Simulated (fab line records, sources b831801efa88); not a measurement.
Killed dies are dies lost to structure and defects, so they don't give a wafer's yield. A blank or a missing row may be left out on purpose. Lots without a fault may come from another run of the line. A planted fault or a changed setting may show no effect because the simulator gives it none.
One fault seen from 2 desks | flow sky130 | each desk has only its own numbers; what lay behind them comes last

THE TOOL OWNER'S DESK: lpcvd-02
The tool's own readings at SKY_SPACER_CVD_00 (deposits Si3N4 from DCS/NH3, target thk 43.1 nm, time 740 s): means of the sampled wafers that have a number, for each lot that ran on this tool. A lot is out of limits, marked OUT, if its mean lies more than 4 standard deviations from the usual mean; the brackets give that distance.
Columns: A = spike_tc_bottom_C at SKY_SPACER_CVD_00, usual 790.8 C; B = spike_tc_centre_C at SKY_SPACER_CVD_00, usual 770.7 C; C = spike_tc_lower_C at SKY_SPACER_CVD_00, usual 769.6 C; D = spike_tc_upper_C at SKY_SPACER_CVD_00, usual 770.9 C; E = susceptor_temp_C at SKY_SPACER_CVD_00, usual 770.0 C
lot  | first seen here | A                | B                | C                | D                | E
L944 | day 23 03:34    | 787.6            | 769.4            | 769.8            | 771.1            | 770.1
L945 | day 23 14:02    | 788.7            | 770.0            | 769.5            | 771.2            | 769.6
L946 | day 24 03:25    | 792.8            | 771.4            | 770.4            | 770.4            | 769.7
L947 | day 24 14:54    | 794.1            | 771.3            | 770.3            | 772.1            | 769.8
L948 | day 24 21:10    | 793.1            | 770.9            | 769.7            | 769.7            | 770.0
L949 | day 25 09:41    | 792.0            | 771.9            | 770.9            | 769.8            | 770.0
L950 | day 25 18:33    | 793.7            | 771.6            | 769.6            | 770.7            | 769.9
L951 | day 26 02:22    | 789.0            | 769.1            | 768.7            | 770.8            | 770.2
L952 | day 26 07:04    | 788.1            | 770.5            | 770.0            | 770.6            | 769.9
L954 | day 26 21:53    | 788.8            | 770.2            | 769.1            | 772.2            | 770.2
L957 | day 28 04:46    | 789.1            | 770.7            | 769.4            | 771.1            | 770.1
L959 | day 28 12:58    | 799.9 (+4.3) OUT | 779.0 (+6.9) OUT | 775.9 (+5.2) OUT | 778.4 (+7.5) OUT | 776.9 (+22) OUT
L960 | day 29 05:26    | 796.2            | 777.3 (+5.5) OUT | 775.6 (+5.0) OUT | 778.3 (+7.4) OUT | 777.3 (+24) OUT
This desk's finding: out of limits on L959, L960; first on L959, day 28 12:58 (spike_tc_bottom_C at SKY_SPACER_CVD_00). In limits: L944, L945, L946, L947, L948, L949, L950, L951, L952, L954, L957.

THE METROLOGY DESK
What the gauges read, lot by lot, whatever tool the lot ran on: means of the sampled wafers that have a number. A lot is out of limits, marked OUT, if its mean lies more than 4 standard deviations from the usual mean; the brackets give that distance.
Columns: A = SPACER_CVD_00_THK at SKY_SPACER_THK_MEAS_01, usual 43.0 nm
lot  | first seen here | A
L944 | day 23 04:47    | 42.8
L945 | day 23 15:15    | 43.2
L946 | day 24 04:37    | 43.2
L947 | day 24 16:07    | 43.1
L948 | day 24 22:23    | 42.7
L949 | day 25 10:55    | 43.2
L950 | day 25 19:47    | 42.9
L951 | day 26 03:35    | 42.7
L952 | day 26 08:16    | 42.6
L954 | day 26 23:42    | 43.0
L957 | day 28 05:58    | 43.3
L959 | day 28 14:12    | 49.1 (+18) OUT
L960 | day 29 06:38    | 49.3 (+18) OUT
This desk's finding: out of limits on L959, L960; first on L959, day 28 14:12 (SPACER_CVD_00_THK at SKY_SPACER_THK_MEAS_01). In limits: L944, L945, L946, L947, L948, L949, L950, L951, L952, L954, L957.

PUT TOGETHER
The tool owner's desk could have raised an alarm at day 28 12:58, on L959, L960.
The metrology desk could have raised an alarm at day 28 14:12, on L959, L960.
Of the lots named, all ran SKY_SPACER_CVD_00 on lpcvd-02.

WHAT THE SIMULATOR HAD PUT IN
Process parameter drift: lpcvd-02, from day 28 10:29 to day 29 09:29, at SKY_SPACER_CVD_00. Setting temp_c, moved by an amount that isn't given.
Lots struck among those shown: L959, L960.
Hours from the fault's start to each desk's first reading out of limits: the tool owner's desk, 2; the metrology desk, 4.
